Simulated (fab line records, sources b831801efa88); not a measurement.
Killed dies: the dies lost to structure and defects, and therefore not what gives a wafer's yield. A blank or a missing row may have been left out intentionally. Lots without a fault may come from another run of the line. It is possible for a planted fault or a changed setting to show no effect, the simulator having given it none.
fab line records ; flow sky130
record lots=14; wafers=42; last_day=50
route steps=708 shown SONOS_TUNNEL@160 PAD_OPEN@708
lots that met no fault: from a run of the same line without faults
start_h: the number of hours between the record's first day and the start of the first shown wafer of the lot ; wait_h: hours since the lot's step before ; " identical to the entry in the row above ; L1.1+2: one row covering several wafers at once ; - either no value or no given start ; * or withheld: withheld ; < > ~ a bound
route shown NAME@n: NAME is a module with steps in the file, n the number in the route of the first one ; usual: mean/standard deviation of fault-free wafers ; same: alike in all rows ; chamber/n: place in a boat ; sites: per-site readings ; _std_site: standard deviation across them ; _edge_site: the outer-site mean with the inner-site mean subtracted ; radius_mm: how far each site lies from the wafer's centre ; mask NAME#n: copy n ; behind: tool/chamber where the wafer was last shaped ; hold: what put the lot on hold/how long, in hours/how the hold closed ; device: names the non-switching transistor (n, p or np) ; end of line: tests of these same wafers at the route's end ; step lacking rows: just its recipe ; killed: dies lost to structure and defects at the first sort, not the wafer's yield ; map: a wafer's dies, x killed, . not, _ none there
set.NAME: setting as actually run; set.NAME@STEP: the setting as run at that earlier step ; model.NAME: the simulator's own value behind a step, which no gauge read
one table for each step of the route and one row for each wafer, over a sample of lots
services: the hour from which a tool's chamber was out of use, counted from the record's first day as start_h (under 0 if before that day), plus the number of hours and why
## steps
# step SKY_SONOS_TUNNEL_DEVELOP_06
# recipe resist=NOVOLAK; developer=TMAH; develop_time_s=60; dev_temp_c=23
lot.wafer;tool;chamber;start_h;wait_h
L165.3+4+5;litho_track-03;0;245.35;0.1
L166.1+4+6;litho_track-01;0;256.13;0.1
L167.1+4+5;litho_track-03;0;266.85;0.1
L168.1+3+6;litho_track-03;0;273.55;0.1
L169.3+4+6;litho_track-01;0;280.33;0.1
L170.2+3+4;litho_track-03;0;293.32;0.1
L171.2+4+6;litho_track-02;0;300.00;0.1
L172.3+4+5;litho_track-02;0;307.67;0.1
L173.2+4+5;litho_track-02;0;316.10;0.1
L174.1+3+5;litho_track-03;0;320.70;0.1
L178.2+5+6;litho_track-03;0;359.07;0.1
L180.2+4+5;litho_track-03;0;367.12;0.1
L181.3+5+6;litho_track-01;0;375.83;0.1
L188.1+2+6;litho_track-01;0;436.73;0.1
# step SKY_SONOS_TUNNEL_CD_MEAS_07
# recipe target_cd_nm=410
# usual cd_nm=410.1/2.4
lot.wafer;tool;chamber;start_h;wait_h;cd_nm
L165.3;cd_sem-02;-;245.49;0.1;410.4
L165.4;cd_sem-02;-;245.49;0.1;412.4
L165.5;cd_sem-02;-;245.49;0.1;411.7
L166.1;cd_sem-01;-;256.28;0.1;411.2
L166.4;cd_sem-01;-;256.28;0.1;411.3
L166.6;cd_sem-01;-;256.28;0.1;412.3
L167.1;cd_sem-01;-;267.00;0.1;409.7
L167.4;cd_sem-01;-;267.00;0.1;410.0
L167.5;cd_sem-01;-;267.00;0.1;409.8
L168.1;cd_sem-01;-;273.70;0.1;413.5
L168.3;cd_sem-01;-;273.70;0.1;411.9
L168.6;cd_sem-01;-;273.70;0.1;411.2
L169.3;cd_sem-02;-;280.47;0.1;408.4
L169.4;cd_sem-02;-;280.47;0.1;409.5
L169.6;cd_sem-02;-;280.47;0.1;411.1
L170.2;cd_sem-01;-;293.47;0.1;409.6
L170.3;cd_sem-01;-;293.47;0.1;408.7
L170.4;cd_sem-01;-;293.47;0.1;407.4
L171.2;cd_sem-02;-;300.14;0.1;409.5
L171.4;cd_sem-02;-;300.14;0.1;410.3
L171.6;cd_sem-02;-;300.14;0.1;413.1
L172.3;cd_sem-01;-;307.81;0.1;409.7
L172.4;cd_sem-01;-;307.81;0.1;408.6
L172.5;cd_sem-01;-;307.81;0.1;409.7
L173.2;cd_sem-02;-;316.24;0.1;410.7
L173.4;cd_sem-02;-;316.24;0.1;410.6
L173.5;cd_sem-02;-;316.24;0.1;408.2
L174.1;cd_sem-02;-;320.96;0.2;409.7
L174.3;cd_sem-02;-;320.96;0.2;409.7
L174.5;cd_sem-02;-;320.96;0.2;409.8
L178.2;cd_sem-02;-;359.22;0.1;363.4
L178.5;cd_sem-02;-;359.22;0.1;365.0
L178.6;cd_sem-02;-;359.22;0.1;363.8
L180.2;cd_sem-01;-;367.27;0.1;369.1
L180.4;cd_sem-01;-;367.27;0.1;369.3
L180.5;cd_sem-01;-;367.27;0.1;369.6
L181.3;cd_sem-01;-;375.97;0.1;404.1
L181.5;cd_sem-01;-;375.97;0.1;406.7
L181.6;cd_sem-01;-;375.97;0.1;403.6
L188.1;cd_sem-01;-;436.88;0.1;410.3
L188.2;cd_sem-01;-;436.88;0.1;408.1
L188.6;cd_sem-01;-;436.88;0.1;409.4
# step SKY_PAD_OPEN_PROBE_99
# usual killed_at_M0_to_M3=43/6.7; killed_at_M4_up=3.2/1.8; killed_at_contacts=24/4.8; killed_at_front_end=16/4.2; killed_at_other=0.3/0.56; killed_dies=86/8.5; killed_open=47/6.7; killed_short=39/6
# same gross_dies=492; killed_at_back_side=0
lot.wafer;tool;chamber;start_h;wait_h;killed_at_M0_to_M3;killed_at_M4_up;killed_at_contacts;killed_at_front_end;killed_at_other;killed_dies;killed_open;killed_short
L180.2;prober-02;-;1160.56;0.1;52;2;19;10;0;83;46;37
L180.4;prober-02;-;1160.66;0.2;45;1;26;13;0;85;42;43
L180.5;prober-02;-;1160.71;0.2;45;6;28;14;0;93;52;41
# killed by level:class
L180.2 VIA1:geometric_particle:open=14 VIA2:geometric_particle:open=7 METAL3:geometric_particle:short=7 LI_CONTACT:geometric_particle:open=6 VIA3:geometric_particle:open=6 METAL2:geometric_particle:short=5 FIELD_ISO:geometric_particle:open=4 CONTACT:geometric_particle:open=4
L180.4 LI_CONTACT:geometric_particle:open=9 CONTACT:geometric_particle:open=7 METAL1:geometric_particle:short=7 POLY_GATE:geometric_particle:open=6 LOCAL_INTERCONNECT:geometric_particle:short=6 VIA1:geometric_particle:short=6 VIA3:geometric_particle:open=5 METAL2:geometric_particle:short=5
L180.5 METAL2:geometric_particle:short=14 LI_CONTACT:geometric_particle:open=11 CONTACT:geometric_particle:open=9 VIA1:geometric_particle:open=8 FIELD_ISO:geometric_particle:short=6 VIA2:geometric_particle:open=6 VIA3:geometric_particle:open=6 VIA1:geometric_particle:short=5
## services
tool;chamber;start_h;hours;kind
litho_track-02;-;332.79;-;consumable_replace:filter
## key
first_sign step=SKY_SONOS_TUNNEL_CD_MEAS_07; reading=cd_nm; direction=down; sigmas=18; usual=410.1; struck=366.7
effect none on later readings
met_at SKY_SONOS_TUNNEL_DEVELOP_06
struck_lots L178,L180
tester_left_out L178,L180
onset_between 320.70 359.07
fault kind=process_parameter_drift; tool=litho_track-03; chamber=-; onset_h=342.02; steps=SKY_SONOS_TUNNEL_DEVELOP_06; channel=develop_time_s; offset=*; shape=step; end_h=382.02; acts_in=*; stated=*
# tester_left_out: of these lots the tester's yield and bins aren't shown, on N5 and GAA mostly nor the transistor test; their killed dies are dies lost to structure and defects alone, not to doping, threshold or leakage, so they don't give the yield
